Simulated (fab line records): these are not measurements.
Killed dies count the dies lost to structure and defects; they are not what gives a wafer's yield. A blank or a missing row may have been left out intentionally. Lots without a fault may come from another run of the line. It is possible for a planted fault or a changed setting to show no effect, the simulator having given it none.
Problem report in the 8D (eight disciplines) form, filled by code ; flow gf180mcu ; the parts of the form that need people (team, actions taken, sign-off) are left out

== 1. WHAT WENT WRONG ==
Across 2 wafers from 2 lots, V3_CVD_02_THK at GF_V3_THK_MEAS_03 averages 332 nm, while fault-free wafers read 859 nm with a standard deviation of 12. That is -44 standard deviations from the usual mean.
The first sign was on wafer L186.1 at day 24 09:12, on film_metro-02. The record holds 33 wafers of 11 lots with a number at this step. By rule, "out" or "out of limits" means more than 4 standard deviations away from the usual mean. The rest of the wafers with a number are treated as sound.

== 2. WHAT IT IS, AND WHAT IT ISN'T ==
question;is;is not
which readings at this step;V3_CVD_02_THK;-
which lots;L186, L187;L182, L183, L185, L189, L195, L198, L199, L200, L201
which wafers of those lots;L186.1, L187.3;L186.2, L186.5, L187.4, L187.5
read on which gauges;film_metro-02, film_metro-03;film_metro-01
when;from day 24 09:12;"up to then (11 sound wafers); but 20 sound wafers of L187, L189, L195, L198, L199, L200, L201 came after"

== 3. THE SUSPECTS, EACH WITH WHAT RULES IT OUT ==
Counting: if a tool at a process step up to the reading ran every lot that is out, it stays a suspect. Sound lots after the first of them don't rule it out here, since some wafers of a struck lot are sound.
- the gauge at GF_V3_THK_MEAS_03 is ruled out. 2 gauges (film_metro-02, film_metro-03) read the wafers that are out.
- pecvd-01 at GF_V3_CVD_02 (deposits SiO2 from TEOS, target thk 850 nm, time 96.24 s): kept. Ran every lot that is out, first one L186 (day 24 09:05); last sound lot up to then L183 (day 24 01:05).
Remaining after the count: pecvd-01 at GF_V3_CVD_02.

== 4. THE CAUSE (what the simulator had put in) ==
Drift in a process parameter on pecvd-01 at GF_V3_CVD_02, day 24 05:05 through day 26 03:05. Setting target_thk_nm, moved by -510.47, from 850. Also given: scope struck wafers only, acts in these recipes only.
After counting, this tool was the only one left.

== 5. THE CHAIN OF EFFECTS, in route order ==
Each row: a reading where the mean over the struck wafers with a number is more than 3 standard deviations away from the usual. Only readings whose record carries a usual standard deviation are examined. hours: median over the lots of the time between each lot's start at the first step of this table that gives one and its start at this step. sigmas: the change, counted in usual standard deviations.
hours;step;reading;usual;on struck wafers;change;sigmas
0;GF_V3_THK_MEAS_03;V3_CVD_02_THK;859 nm;332;-528;-44
5;GF_V3_CMP_04;time_to_endpoint_s;85 s;21;-64;-13
-;GF_V3_ETCH_17;oes_product_au;0.855 a.u.;0.635;-0.220;-50
Its process steps:
- GF_V3_CMP_04: polishes SiO2.
- GF_V3_ETCH_17: etches SiO2 in C4F8/O2/Ar, stops on TiN, target depth 635 nm.
At these later measuring or inspecting steps, every struck wafer for which the step has a row has a number for every such reading, and none has moved that far: GF_V3_CD_MEAS_14.

== 6. HOW IT WOULD HAVE BEEN CAUGHT EARLIER ==
4 hours passed between the start of the fault at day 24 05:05 and the first reading out of limits at a measuring or inspecting step in this record, taken at day 24 09:12.
No tool reading at GF_V3_CVD_02 that has a usual standard deviation in the record was out on any struck wafer, so an alarm limit of 4 standard deviations on those readings would not have fired.
Of the lots that are out (2), L187 began GF_V3_CVD_02 on pecvd-01 after day 24 09:12. Had the tool been put on hold then, it would have been spared.
